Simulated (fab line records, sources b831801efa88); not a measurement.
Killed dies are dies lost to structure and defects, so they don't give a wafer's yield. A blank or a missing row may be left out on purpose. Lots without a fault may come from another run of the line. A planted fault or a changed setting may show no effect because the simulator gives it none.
A struck lot beside a sound one | flow sky130 | 33 steps out of a route of 708
Sound: wafers L282.2, L282.4, L282.5. Struck: wafer L291.4. (L291.1, L291.2 of the same lot were not struck and are left out.) The cause comes at the end.
At each step with rows: each side's tool, then ch and its chambers, then its first start. Under that, the readings that differ: sound wafers | struck wafers | difference of the means | sigmas: that difference in standard deviations of wafers without a fault.
alike: readings whose means differ by less than 2 such deviations, and words and numbers that are the same on both sides. not compared: withheld readings, readings that some wafer has no value for, bounds like >300 that may hide the same value, and numbers for which the record gives no deviation and whose values overlap.
The two part at a step that has a row with sigmas, a row that says differs or no value, or rows on one side only. Numbers that don't overlap but have no deviation are shown without sigmas and don't part them. A reading that every wafer of one side lacks parts them only if that side has two wafers or more.

first, 10 steps without rows for these wafers: SKY_LI_CONTACT_COAT_07 (resist thk 450 nm); SKY_LI_CONTACT_SOFTBAKE_08 (time 90 s); SKY_LI_CONTACT_EXPOSE_09 (exposes mask LICM1, target cd 170 nm); SKY_LI_CONTACT_PEB_10; SKY_LI_CONTACT_DEVELOP_11 (develop time 60 s); SKY_LI_CONTACT_ETCH_14 (etches BARC in N2/H2, stops on SiO2, time 45.9 s, target depth 60 nm); SKY_LI_CONTACT_ETCH_15 (etches PSG in C4F8/O2/Ar, stops on Si, target depth 600 nm); SKY_LI_CONTACT_STRIP_16 (strips in O2/N2); SKY_LI_CONTACT_CLEAN_17 (cleans in NMP, time 600 s); SKY_LI_CONTACT_PRE_CLEAN_18 (time 5.6 s).
SKY_LI_CONTACT_SPUTTER_19: material Ti, target thk 20 nm, time 106.37 s.
  sound on pvd_sputter-01, day 30 12:37; struck on pvd_sputter-04, day 33 19:35
  alike: throttle_valve_pct
then, 21 steps without rows for these wafers: SKY_LI_CONTACT_SPUTTER_20 (material TiN, target thk 20 nm, time 80 s); SKY_LI_CONTACT_CVD_21 (deposits W, target thk 400 nm, time 120.56 s); SKY_LI_CONTACT_CMP_24 (polishes, stops on PSG, t overpolish 20 s, target thk 0 nm); SKY_LOCAL_INTERCONNECT_SPUTTER_00 (material TiN, target thk 100 nm, time 83.3 s); SKY_LOCAL_INTERCONNECT_DEHYDRATE_03 (time 60 s); SKY_LOCAL_INTERCONNECT_HMDS_04 (prime time 60 s); SKY_LOCAL_INTERCONNECT_COAT_05 (resist thk 60 nm); SKY_LOCAL_INTERCONNECT_COAT_06 (resist thk 450 nm); SKY_LOCAL_INTERCONNECT_SOFTBAKE_07 (time 90 s); SKY_LOCAL_INTERCONNECT_EXPOSE_08 (exposes mask LI1M, target cd 170 nm); SKY_LOCAL_INTERCONNECT_PEB_09; SKY_LOCAL_INTERCONNECT_DEVELOP_10 (develop time 60 s); SKY_LOCAL_INTERCONNECT_ETCH_13 (etches BARC in N2/H2, stops on SiO2, time 45.9 s, target depth 60 nm); SKY_LOCAL_INTERCONNECT_METAL_ETCH_14 (etches TiN in Cl2/BCl3, stops on PSG, target depth 110 nm, time 31.4 s); SKY_LOCAL_INTERCONNECT_STRIP_15 (strips in O2/N2); SKY_LOCAL_INTERCONNECT_STRIP_16 (strips in post etch residue remover, time 1200 s); SKY_LOCAL_INTERCONNECT_CLEAN_17 (cleans in IPA, time 180 s); SKY_LOCAL_INTERCONNECT_CLEAN_18 (cleans in O3/DIW); SKY_CONTACT_CVD_00 (deposits Si3N4, target thk 75 nm); SKY_CONTACT_HDPCVD_02 (deposits SiO2, target thk 565 nm, time 94.2 s); SKY_CONTACT_CMP_04 (polishes SiO2).
-- the record jumps here: 15 days lie between the struck wafers' starts before and after (it left off in module CONTACT and takes up again in module PAD_OPEN, whose first step shown is number 708 of the route) --
SKY_PAD_OPEN_PROBE_99:
  the record has rows for the struck wafers here (prober-01, day 49 04:59) and none for the sound ones

WHERE THEY PART
Only at SKY_PAD_OPEN_PROBE_99, within this record.

WHY: what the simulator had put in
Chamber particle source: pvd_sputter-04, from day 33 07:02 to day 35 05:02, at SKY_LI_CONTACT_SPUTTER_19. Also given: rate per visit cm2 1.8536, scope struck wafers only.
